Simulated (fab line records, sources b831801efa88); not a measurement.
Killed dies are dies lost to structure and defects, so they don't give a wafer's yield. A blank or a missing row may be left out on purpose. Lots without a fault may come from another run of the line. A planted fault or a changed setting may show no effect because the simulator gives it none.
Chamber matching | flow sky130 | SKY_CONTACT_CMP_27 on cmp-01: 4 sister chambers
The step polishes, stops on SiO2, t overpolish 15 s, target thk 0 nm. 4 wafers are shown with their chamber, then 7 later ones without.

WAFERS WITH THEIR CHAMBER
wafer  | chamber | time_to_endpoint_s (s)
L534.1 | 1       | 70
L534.3 | 3       | 87
L537.1 | 0       | 79
L537.2 | 2       | 84

WAFERS WITHOUT THEIR CHAMBER
wafer  | time_to_endpoint_s (s)
L537.4 | 72
L541.1 | 86
L541.4 | 88
L541.5 | 76
L545.2 | 89
L545.4 | 86
L545.5 | 88

WHICH CHAMBER EACH WENT THROUGH
wafer  | from the rows above     | in truth
L537.4 | 1                       | 1
L541.1 | can't be placed: 3 or 2 | 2
L541.4 | can't be placed: 3 or 2 | 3
L541.5 | can't be placed: 0 or 1 | 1
L545.2 | can't be placed: 3 or 2 | 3
L545.4 | can't be placed: 3 or 2 | 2
L545.5 | can't be placed: 3 or 2 | 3
Placed correctly: 1 of 7. Can't be placed from these rows: 6 (the true chamber is among the candidates in 6). Placed wrongly: 0.
How it was worked out, from the rows above alone: a wafer's distance from a chamber is the root of the sum, over the readings, of the square of ((its reading less the chamber's mean) divided by the reading's scatter). The wafer belongs to the nearest chamber; if the next one is less than 2 further off, it can't be placed. A chamber's mean is the mean of its shown wafers. The scatter: with one shown wafer a chamber, the root of the mean of the squares of how far each hidden wafer lies from its nearest shown one.
